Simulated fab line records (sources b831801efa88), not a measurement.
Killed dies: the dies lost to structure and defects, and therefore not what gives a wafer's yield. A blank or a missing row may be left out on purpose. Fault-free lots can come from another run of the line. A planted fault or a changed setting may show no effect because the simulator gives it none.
The same fault as seen by 2 desks :: flow sky130 :: every desk sees just its own numbers, and what lay behind them comes last

== DESK OF THE TOOL OWNER: litho_track-03 ==
The tool's own readings at SKY_VT_ADJUST_HVTR_COAT_02 (resist thk 1140 nm): means of the sampled wafers that have a number, for each lot that ran on this tool. A lot is out of limits, marked OUT, if its mean lies more than 4 standard deviations from the usual mean; the brackets give that distance.
Columns: A = chill_plate_temp_C at SKY_VT_ADJUST_HVTR_COAT_02, usual 23.00 C; B = spin_speed_rpm at SKY_VT_ADJUST_HVTR_COAT_02, usual 3000.2 rpm
lot: L529
first seen here: day 9 04:17
A: 22.94
B: 3000.5

lot: L530
first seen here: day 9 11:31
A: 22.97
B: 3001.6

lot: L536
first seen here: day 11 12:14
A: 22.90
B: 3643.3 (+99 or more) OUT

lot: L537
first seen here: day 11 15:28
A: 23.07
B: 3639.8 (+99 or more) OUT

lot: L548
first seen here: day 15 17:19
A: 22.93
B: 3001.0

lot: L550
first seen here: day 15 23:07
A: 22.94
B: 2999.4

lot: L549
first seen here: day 15 23:43
A: 23.01
B: 2998.9
Finding of this desk: L536, L537 out of limits; the first was L536 at day 11 12:14, on spin_speed_rpm at SKY_VT_ADJUST_HVTR_COAT_02. Within limits: L529, L530, L548, L550, L549.

== THE METROLOGY DESK ==
Lot by lot, what the gauges showed, no matter which tool ran the lot: averages of those sampled wafers that carry a number. A lot is out of limits, marked OUT, if its mean lies more than 4 standard deviations from the usual mean; the brackets give that distance.
Columns: A = NWELL_TW at SKY_NWELL_TW_MEAS_15, usual 1827; B = cd_nm at SKY_VT_ADJUST_HVTR_CD_MEAS_07, usual 380.3 nm; C = VT_ADJUST_PCH_OVL at SKY_VT_ADJUST_PCH_OVL_MEAS_07, usual 0.9 nm; D = VT_ADJUST_PCH_TW at SKY_VT_ADJUST_PCH_TW_MEAS_10, usual 143.2
lot: L529
first seen here: day 4 19:46
A: 1822
B: 382.2
C: 3.4
D: 142.9

lot: L530
first seen here: day 5 00:54
A: 1819
B: 382.7
C: 0.5
D: 144.4

lot: L534
first seen here: day 6 03:46
A: 1812
B: 380.7
C: 1.4
D: 143.0

lot: L536
first seen here: day 6 17:10
A: 1810
B: 387.9
C: 2.4
D: 143.3

lot: L537
first seen here: day 6 20:36
A: 1815
B: 386.5
C: -0.1
D: 143.7

lot: L541
first seen here: day 7 16:33
A: 1843
B: 383.4
C: -1.1
D: 142.8

lot: L542
first seen here: day 7 21:13
A: 1815
B: 379.0
C: 0.5
D: 144.7

lot: L547
first seen here: day 9 06:43
A: 1822
B: 377.4
C: 0.6
D: 142.3

lot: L548
first seen here: day 9 23:05
A: 1834
B: 379.9
C: 1.0
D: 144.0

lot: L550
first seen here: day 10 03:33
A: 1828
B: 380.1
C: -0.2
D: 143.0

lot: L549
first seen here: day 10 03:54
A: 1834
B: 381.1
C: 2.5
D: 143.6

lot: L551
first seen here: day 10 11:47
A: 1835
B: 381.3
C: -0.1
D: 142.4
Finding of this desk: none of the 12 lots has anything out of limits.

== PUT TOGETHER ==
At day 11 12:14, on L536, L537, the tool owner's desk was in a position to raise an alarm.
Metrology desk: nothing out of limits seen.
The metrology desk has L536, L537 on record, within its limits.
Every lot named ran SKY_VT_ADJUST_HVTR_COAT_02 on litho_track-03.

== WHAT THE SIMULATOR PUT IN ==
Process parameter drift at SKY_VT_ADJUST_HVTR_COAT_02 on litho_track-03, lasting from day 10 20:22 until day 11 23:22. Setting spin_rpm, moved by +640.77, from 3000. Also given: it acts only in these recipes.
Lots struck among those shown: L536, L537.
Delay in hours, fault start to first out-of-limits reading, by desk: the tool owner's desk at 16.
